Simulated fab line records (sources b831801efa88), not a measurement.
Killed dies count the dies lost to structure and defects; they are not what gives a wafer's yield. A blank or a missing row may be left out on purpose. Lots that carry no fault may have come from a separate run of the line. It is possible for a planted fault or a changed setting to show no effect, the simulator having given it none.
The tool behind it: which one? -- flow gf180mcu -- at 1 step of a route of 602, 13 lots with 39 wafers sampled

== WHAT EACH GAUGE READ, for each wafer ==
GF_V2_CD_MEAS_14: target cd 260 nm.
lot,measured,on,cd nm (nm)
L224,day 20 09:29,cd sem-01,260.4 258.4 259.5
L228,day 21 23:47,cd sem-01,261.1 260.2 261.1
L230,day 22 15:16,cd sem-02,261.0 260.5 260.1
L231,day 23 09:45,cd sem-02,258.3 258.0 258.8
L232,day 23 14:16,cd sem-01,259.7 259.4 261.2
L233,day 23 23:27,cd sem-01,260.2 259.8 259.4
L234,day 24 03:07,cd sem-02,258.8 261.4 261.1
L235,day 24 12:45,cd sem-01,259.8 260.2 261.7
L236,day 24 16:41,cd sem-01,260.3 260.5 260.5
L237,day 25 01:29,cd sem-02,258.3 259.5 258.1
L242,day 27 00:58,cd sem-02,260.2 260.1 261.1
L246,day 27 18:56,cd sem-02,260.7 261.1 260.5
L247,day 28 04:35,cd sem-02,260.1 260.2 260.9

== WHICH TOOL RAN EACH LOT (tool, then ch and the chambers of the sampled wafers, then the start) ==
No process step before these readings appears in the record.

== AS READ BY THE TOOLS THEMSELVES (means over the sampled wafers that have a number; for cases with no such wafer, the mark the record gives instead) ==
The record holds no such reading with a usual standard deviation.

== THE ANSWER, worked out from the rows above alone ==
Rule: the usual values come from the lots themselves. The widest of any qualifying gaps counts: lots, ordered by their means at a reading, are off when they make up no more than a third of the lots, leave a main group of 4 or more, and stand apart from it by 3 or more times the standard deviation of that group's means. If all means in a main group match to the digits the tables above print for the reading, that group is not used. Also off: a lot with no number at a reading for which 4 or more lots have one. Any other lot the step has rows for is counted as sound. The gauges are gone through in route order, then the tools' own readings, and for those a lot's mean is taken as printed above. At the first step where some lot is off, the reading lying furthest off is the one used; lots without a number count as furthest.
No lot is off on any of the readings shown, so nothing can be concluded from this.

== WHAT THE SIMULATOR HAD INSERTED ==
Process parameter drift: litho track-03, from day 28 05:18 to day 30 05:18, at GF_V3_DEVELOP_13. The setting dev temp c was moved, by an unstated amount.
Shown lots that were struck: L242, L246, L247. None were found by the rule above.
